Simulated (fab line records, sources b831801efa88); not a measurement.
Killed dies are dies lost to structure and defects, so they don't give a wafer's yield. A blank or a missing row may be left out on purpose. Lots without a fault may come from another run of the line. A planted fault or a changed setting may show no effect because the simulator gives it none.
fab line records | flow gf180mcu
record lots=14 wafers=42 last_day=34
route steps=602 shown STI@26 VT_IMPLANT@97 HV_LDD@223
lots that met no fault: from a run of the same line without faults
start_h: hours from the record's first day to the start of the lot's first wafer shown | wait_h: hours since the lot's step before | " the same as in the row above | L1.1+2: a row that stands for several wafers | - no value, or no start given | * or withheld: withheld | < > ~ a bound
route shown NAME@n: a module of which the file shows steps, and the number in the route of the first | usual: mean/standard deviation of fault-free wafers | same: alike in all rows | chamber/n: place in a boat | sites: the reading at each site | _std_site: their standard deviation | _edge_site: outer sites' mean less inner sites' | radius_mm: how far each site lies from the wafer's centre | mask NAME#n: copy n | behind: the tool/chamber that last shaped the wafer | hold: why the lot was held/for how many hours/how that ended | device: the transistor (n, p or np) that didn't switch | end of line: the same wafers' tests at the end of the route | a step without rows: its recipe alone | killed: dies lost to structure and defects at the first sort, not the wafer's yield | map: a wafer's dies, x killed, . not, _ none there
set.NAME: the setting as run; set.NAME@STEP: as run at that earlier step | model.NAME: the simulator's own value behind a step, which no gauge read
steps of the route over a sample of lots; a table a step, a row a wafer
services: from which hour (start_h, from the record's first day; less than 0 if before it) a tool's chamber was out of use, for how many hours, and why
## steps
# step GF_STI_CMP_25
# recipe stop_on=Si3N4 t_overpolish_s=33 down_force_psi=4 platen_rpm=60 target_thk_nm=524.6 pad_velocity_m_s=0.94248
# usual edge_zone_pressure_frac=0.999/0.0043 motor_current_A=12.0/1 overpolish_run_s=33.001/0.0087 time_to_endpoint_s=125/5.6
# columns lot.wafer tool chamber start_h wait_h edge_zone_pressure_frac motor_current_A overpolish_run_s time_to_endpoint_s
L166.4 cmp-02 2 27.21 0.0 0.996 11.1 32.997 116
L166.2 " 3 " " 0.997 13.0 32.995 118
L166.1 " 1 " " 1.006 13.3 33.003 115
L169.4 cmp-01 3 42.80 0.1 0.998 11.1 32.996 122
L169.6 " 1 " " 1.002 12.0 33.000 125
L169.5 " 2 " " 1.005 9.6 33.020 126
L170.3 cmp-02 2 48.00 0.1 0.998 11.8 32.987 128
L170.6 " 0 " " 0.996 12.8 32.993 131
L170.5 " 1 " " 1.001 13.2 33.011 124
L171.4 cmp-02 3 52.99 0.0 1.003 13.2 32.996 132
L171.3 " 0 " " 1.001 12.5 33.006 128
L171.5 " 3 " " 1.003 13.2 33.005 124
L173.1 cmp-02 3 63.68 0.1 0.999 13.4 32.995 126
L173.3 " 0 " " 1.002 12.2 32.999 121
L173.6 " 3 " " 0.996 13.8 33.010 124
L176.3 cmp-01 2 78.61 0.2 0.998 10.0 33.015 135
L176.5 " 3 " " 0.995 10.6 32.993 131
L176.6 " 0 " " 0.998 11.4 33.023 127
L177.3 cmp-01 3 84.72 0.0 1.001 11.6 33.003 127
L177.5 " 3 " " 0.997 11.6 33.001 130
L177.6 " 0 " " 0.997 11.9 32.994 124
L178.4 cmp-01 2 89.33 0.1 0.998 9.7 33.004 133
L178.5 " 1 " " 1.002 12.5 33.002 133
L178.6 " 2 " " 0.998 10.3 33.009 132
L184.4 cmp-01 2 119.31 0.0 0.999 9.9 32.997 135
L184.2 " 3 " " 0.993 11.2 33.013 130
L184.6 " 3 " " 0.995 11.5 32.992 130
L185.2 cmp-02 0 127.52 2.0 1.003 12.4 33.002 125
L185.6 " 2 " " 0.995 11.8 33.008 120
L185.5 " 3 " " 1.004 12.7 33.006 125
L186.1 cmp-02 2 131.10 0.1 1.003 11.5 32.986 129
L186.4 " 0 " " 0.996 12.3 32.987 122
L186.5 " 1 " " 1.006 13.4 33.010 117
L187.4 cmp-02 1 137.36 0.0 1.002 12.9 32.996 119
L187.1 " 3 " " 0.996 12.4 33.005 123
L187.6 " 1 " " 1.005 13.0 33.004 118
L188.3 cmp-01 2 142.48 0.1 0.992 9.8 32.988 137
L188.1 " 0 " " 0.992 11.9 32.981 128
L188.5 " 1 " " 1.002 12.1 33.007 128
L189.2 cmp-02 2 149.25 0.1 1.007 12.6 33.012 119
L189.4 " 3 " " 0.990 13.2 32.991 123
L189.5 " 2 " " 1.000 12.6 32.990 117
# step GF_VT_IMPLANT_OVL_MEAS_07
# usual VT_IMPLANT_OVL=0.7/1.4
# columns lot.wafer tool chamber start_h wait_h VT_IMPLANT_OVL[nm]
L166.1 overlay-02 - 108.91 0.1 0.5
L166.2 " - " " -0.1
L166.4 " - " " -2.7
L169.4 overlay-01 - 128.97 0.1 0.2
L169.5 " - " " -0.2
L169.6 " - " " 0.0
L170.3 overlay-02 - 133.52 0.1 2.3
L170.5 " - " " 1.9
L170.6 " - " " 3.5
L171.3 overlay-01 - 141.17 0.1 1.3
L171.4 " - " " 0.1
L171.5 " - " " -1.3
L173.1 overlay-01 - 153.31 0.1 0.9
L173.3 " - " " 0.5
L173.6 " - " " 0.8
L176.3 overlay-01 - 170.33 0.1 -1.0
L176.5 " - " " 1.7
L176.6 " - " " 1.6
L177.3 overlay-01 - 182.57 0.1 -1.6
L177.5 " - " " -0.1
L177.6 " - " " 0.7
L178.4 overlay-01 - 185.14 0.1 0.6
L178.5 " - " " 1.1
L178.6 " - " " 1.5
L184.2 overlay-01 - 220.71 0.1 -1.5
L184.4 " - " " 1.7
L184.6 " - " " -1.0
L185.2 overlay-02 - 226.66 0.1 -0.2
L185.5 " - " " 1.3
L185.6 " - " " 0.9
L186.1 overlay-01 - 241.11 0.1 1.1
L186.4 " - " " 1.3
L186.5 " - " " 3.0
L187.1 overlay-01 - 242.81 0.1 0.6
L187.4 " - " " 2.3
L187.6 " - " " 3.0
L188.1 overlay-02 - 249.87 0.1 0.3
L188.3 " - " " -0.7
L188.5 " - " " -1.0
L189.2 overlay-01 - 254.47 0.1 -0.8
L189.4 " - " " 0.9
L189.5 " - " " 1.7
# step GF_VT_IMPLANT_IMPLANT_19
# recipe species=As energy_kev=100 dose_cm2=4.35e+12 tilt_deg=7
# usual beam_energy_keV=100.00/0.03
# columns lot.wafer tool chamber start_h wait_h beam_energy_keV
L166.1 implanter-04 0 123.24 0.0 100.00
L166.2 " 0 " " 100.00
L166.4 " 0 " " 100.03
L169.4 implanter-01 0 144.72 0.1 100.03
L169.5 " 0 " " 100.02
L169.6 " 0 " " 100.01
L170.3 implanter-01 0 155.19 0.1 99.98
L170.5 " 0 " " 99.99
L170.6 " 0 " " 99.96
L171.3 implanter-03 0 155.23 0.1 100.00
L171.4 " 0 " " 100.02
L171.5 " 0 " " 100.01
L173.1 implanter-01 0 169.74 0.0 100.05
L173.3 " 0 " " 100.01
L173.6 " 0 " " 100.02
L176.3 implanter-04 0 188.05 0.1 99.97
L176.5 " 0 " " 99.97
L176.6 " 0 " " 99.99
L177.3 implanter-01 0 199.24 0.1 89.61
L177.5 " 0 " " 89.69
L177.6 " 0 " " 89.62
L178.4 implanter-01 0 202.57 0.1 89.60
L178.5 " 0 " " 89.64
L178.6 " 0 " " 89.69
L184.2 implanter-03 0 239.42 0.0 99.98
L184.4 " 0 " " 100.01
L184.6 " 0 " " 99.94
L185.2 implanter-04 0 245.47 0.1 100.00
L185.5 " 0 " " 100.03
L185.6 " 0 " " 99.99
L186.1 implanter-03 0 260.09 0.0 100.05
L186.4 " 0 " " 99.99
L186.5 " 0 " " 99.99
L187.1 implanter-03 0 261.79 0.0 100.04
L187.4 " 0 " " 99.99
L187.6 " 0 " " 100.04
L188.1 implanter-04 0 269.05 0.0 99.96
L188.3 " 0 " " 99.92
L188.5 " 0 " " 99.96
L189.2 implanter-04 0 274.12 0.0 100.01
L189.4 " 0 " " 100.02
L189.5 " 0 " " 99.98
# step GF_VT_IMPLANT_TW_MEAS_21
# usual VT_IMPLANT_2_TW=1217/5.3
# columns lot.wafer tool chamber start_h wait_h VT_IMPLANT_2_TW
L166.1 film_metro-03 - 123.49 0.1 1213
L166.2 " - " " 1220
L166.4 " - " " 1216
L169.4 film_metro-01 - 144.92 0.1 1216
L169.5 " - " " 1214
L169.6 " - " " 1219
L170.3 film_metro-04 - 155.41 0.1 1218
L170.5 " - " " 1215
L170.6 " - " " 1215
L171.3 film_metro-04 - 155.47 0.1 1215
L171.4 " - " " 1217
L171.5 " - " " 1214
L173.1 film_metro-04 - 170.05 0.1 1215
L173.3 " - " " 1218
L173.6 " - " " 1216
L176.3 film_metro-04 - 188.27 0.1 1224
L176.5 " - " " 1218
L176.6 " - " " 1213
L177.3 film_metro-04 - 199.46 0.1 1182
L177.5 " - " " 1185
L177.6 " - " " 1185
L178.4 film_metro-04 - 202.77 0.1 1184
L178.5 " - " " 1177
L178.6 " - " " 1175
L184.2 film_metro-04 - 239.65 0.1 1217
L184.4 " - " " 1213
L184.6 " - " " 1214
L185.2 film_metro-04 - 245.70 0.1 1216
L185.5 " - " " 1218
L185.6 " - " " 1216
L186.1 film_metro-03 - 260.34 0.1 1217
L186.4 " - " " 1221
L186.5 " - " " 1215
L187.1 film_metro-04 - 262.04 0.1 1217
L187.4 " - " " 1218
L187.6 " - " " 1213
L188.1 film_metro-03 - 269.30 0.1 1225
L188.3 " - " " 1223
L188.5 " - " " 1207
L189.2 film_metro-03 - 274.35 0.1 1220
L189.4 " - " " 1220
L189.5 " - " " 1230
# step GF_HV_LDD_OVL_MEAS_47
# usual HV_LDD_03_OVL=-1.3/1.2
# columns lot.wafer tool chamber start_h wait_h HV_LDD_03_OVL[nm]
L166.1 overlay-02 - 271.74 0.1 -1.5
L166.2 " - " " -2.2
L166.4 " - " " -2.7
L169.4 overlay-01 - 292.54 0.1 0.4
L169.5 " - " " -1.4
L169.6 " - " " -0.4
L171.3 overlay-01 - 313.16 0.1 -0.7
L171.4 " - " " -0.1
L171.5 " - " " -1.9
L170.3 overlay-01 - 314.14 0.1 -1.5
L170.5 " - " " -0.2
L170.6 " - " " -0.1
L173.1 overlay-01 - 330.90 0.1 -3.0
L173.3 " - " " -1.8
L173.6 " - " " -0.7
L176.3 overlay-02 - 352.91 0.1 -0.3
L176.5 " - " " 0.2
L176.6 " - " " 0.0
L177.3 overlay-01 - 365.75 0.1 -1.0
L177.5 " - " " 1.4
L177.6 " - " " -0.2
L178.4 overlay-02 - 368.22 0.1 -0.8
L178.5 " - " " -1.7
L178.6 " - " " -1.1
L184.2 overlay-01 - 416.20 0.1 -0.6
L184.4 " - " " -2.9
L184.6 " - " " 1.0
L185.2 overlay-02 - 426.25 0.1 -2.4
L185.5 " - " " -3.0
L185.6 " - " " -0.5
L186.1 overlay-02 - 442.77 0.1 -1.0
L186.4 " - " " -1.6
L186.5 " - " " -1.0
L187.1 overlay-01 - 444.12 0.1 -2.3
L187.4 " - " " -2.1
L187.6 " - " " 0.2
L188.1 overlay-01 - 455.38 0.1 -0.9
L188.3 " - " " -3.4
L188.5 " - " " -2.3
L189.2 overlay-02 - 461.08 0.1 -1.8
L189.4 " - " " -0.3
L189.5 " - " " -1.2
## services
# columns tool chamber start_h hours kind
implanter-03 - 17.28 2.8 repair
implanter-04 - 46.35 1.7 repair
cmp-02 - 64.23 4.0 pm
implanter-04 - 65.02 4.1 pm
cmp-02 - 68.23 - consumable_replace:conditioner
cmp-02 - 68.23 - consumable_replace:pad
cmp-01 - 69.95 0.7 repair
cmp-01 - 95.88 1.0 repair
cmp-01 - 100.95 1.2 repair
cmp-01 - 104.90 1.8 repair
cmp-02 - 112.49 2.3 repair
cmp-02 - 120.67 6.7 pm
cmp-01 - 125.65 5.6 repair
implanter-01 - 137.04 4.8 repair
cmp-01 - 184.97 3.3 repair
cmp-02 - 206.13 1.7 repair
implanter-01 - 217.19 40.6 pm
cmp-01 - 232.11 4.0 pm
implanter-03 - 233.14 4.1 pm
cmp-02 - 237.28 5.3 repair
implanter-01 - 257.82 11.7 pm
cmp-01 - 270.90 2.5 repair
implanter-01 - 272.29 4.8 pm
cmp-01 - 273.40 14.8 pm
## key
first_sign step=GF_VT_IMPLANT_IMPLANT_19 reading=beam_energy_keV direction=down sigmas=99+ usual=100.00 struck=89.64
effect step=GF_VT_IMPLANT_TW_MEAS_21 reading=VT_IMPLANT_2_TW direction=down sigmas=6.7 usual=1217 struck=1181
met_at GF_VT_IMPLANT_IMPLANT_19
struck_lots L177,L178
tester_left_out L177,L178
not_acting_at GF_STI_CMP_25,GF_VT_IMPLANT_OVL_MEAS_07,GF_HV_LDD_OVL_MEAS_47
onset_between 169.74 199.24
fault kind=process_parameter_drift tool=implanter-01 chamber=- onset_h=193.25 steps=GF_VT_IMPLANT_IMPLANT_19 channel=energy_kev offset=-10.364 shape=step end_h=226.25 acts_in=these_recipes_only stated=100
# tester_left_out: of these lots the tester's yield and bins aren't shown, on N5 and GAA mostly nor the transistor test; their killed dies are dies lost to structure and defects alone, not to doping, threshold or leakage, so they don't give the yield
